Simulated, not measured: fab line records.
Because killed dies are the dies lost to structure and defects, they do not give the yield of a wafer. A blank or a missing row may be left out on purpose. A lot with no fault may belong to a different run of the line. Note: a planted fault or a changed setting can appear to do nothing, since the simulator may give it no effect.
Which of the tools did it? :: flow gf180mcu :: Sampling: 7 lots, 21 wafers, 3 of 602 route steps

WHAT THE GAUGES READ, wafer by wafer
GF_V5_BOW_MEAS_05.
lot: L413
measured: day 26 23:35
on: film_metro-03
V5_BOW (um): 131 127 128

lot: L416
measured: day 28 00:36
on: film_metro-02
V5_BOW (um): 133 134 125

lot: L419
measured: day 28 20:11
on: film_metro-01
V5_BOW (um): 131 125 134

lot: L422
measured: day 29 20:49
on: film_metro-03
V5_BOW (um): 130 141 133

lot: L425
measured: day 30 13:51
on: film_metro-01
V5_BOW (um): 125 136 134

lot: L427
measured: day 31 08:40
on: film_metro-03
V5_BOW (um): 144 131 138

lot: L433
measured: day 32 19:12
on: film_metro-03
V5_BOW (um): 117 124 119

TOOL THAT RAN EACH LOT (tool first, then ch and the chambers of the sampled wafers, then the start)
lot: L413
GF_HV_LDD_ETCHBACK_58: rie_diel-02 ch 1,2,3, day 13 01:44
GF_V5_CVD_02: pecvd-01 ch 0,2, day 26 22:53

lot: L416
GF_HV_LDD_ETCHBACK_58: rie_diel-02 ch 0,1,2, day 14 06:08
GF_V5_CVD_02: pecvd-01 ch 0,1,2, day 28 00:05

lot: L419
GF_HV_LDD_ETCHBACK_58: rie_diel-02 ch 0,1, day 15 03:40
GF_V5_CVD_02: pecvd-03 ch 1,2, day 28 19:43

lot: L422
GF_HV_LDD_ETCHBACK_58: rie_diel-02 ch 0,2, day 16 06:08
GF_V5_CVD_02: pecvd-04 ch 1,2, day 29 20:21

lot: L425
GF_HV_LDD_ETCHBACK_58: rie_diel-04 ch 0,2,3, day 17 03:55
GF_V5_CVD_02: pecvd-01 ch 2, day 30 13:20

lot: L427
GF_HV_LDD_ETCHBACK_58: rie_diel-04 ch 2,3, day 18 01:50
GF_V5_CVD_02: pecvd-01 ch 0,1,2, day 31 08:12

lot: L433
GF_HV_LDD_ETCHBACK_58: rie_diel-01 ch 1,2,3, day 20 01:56
GF_V5_CVD_02: pecvd-04 ch 0,1,2, day 32 18:43
- GF_HV_LDD_ETCHBACK_58: etches Si3N4 in CH3F/O2, stops on SiO2, time 100 s, target depth 90 nm.
- GF_V5_CVD_02: deposits SiO2 from TEOS, target thk 1450 nm, time 163.28 s.

THE ANSWER, worked out from the rows above alone
Rule: what is usual is taken from the lots themselves. The widest of any qualifying gaps counts: lots, ordered by their means at a reading, are off when they make up no more than a third of the lots, leave a main group of 4 or more, and stand apart from it by 3 or more times the standard deviation of that group's means. A main group whose means are all the same, to the digits that the tables above print for the reading, isn't used. Also off: a lot with no number at a reading for which 4 or more lots have one. All remaining lots with rows at the step are treated as sound.
Across all readings shown, no lot is off: no conclusion can be drawn from this.

WHAT WAS PUT IN BY THE SIMULATOR
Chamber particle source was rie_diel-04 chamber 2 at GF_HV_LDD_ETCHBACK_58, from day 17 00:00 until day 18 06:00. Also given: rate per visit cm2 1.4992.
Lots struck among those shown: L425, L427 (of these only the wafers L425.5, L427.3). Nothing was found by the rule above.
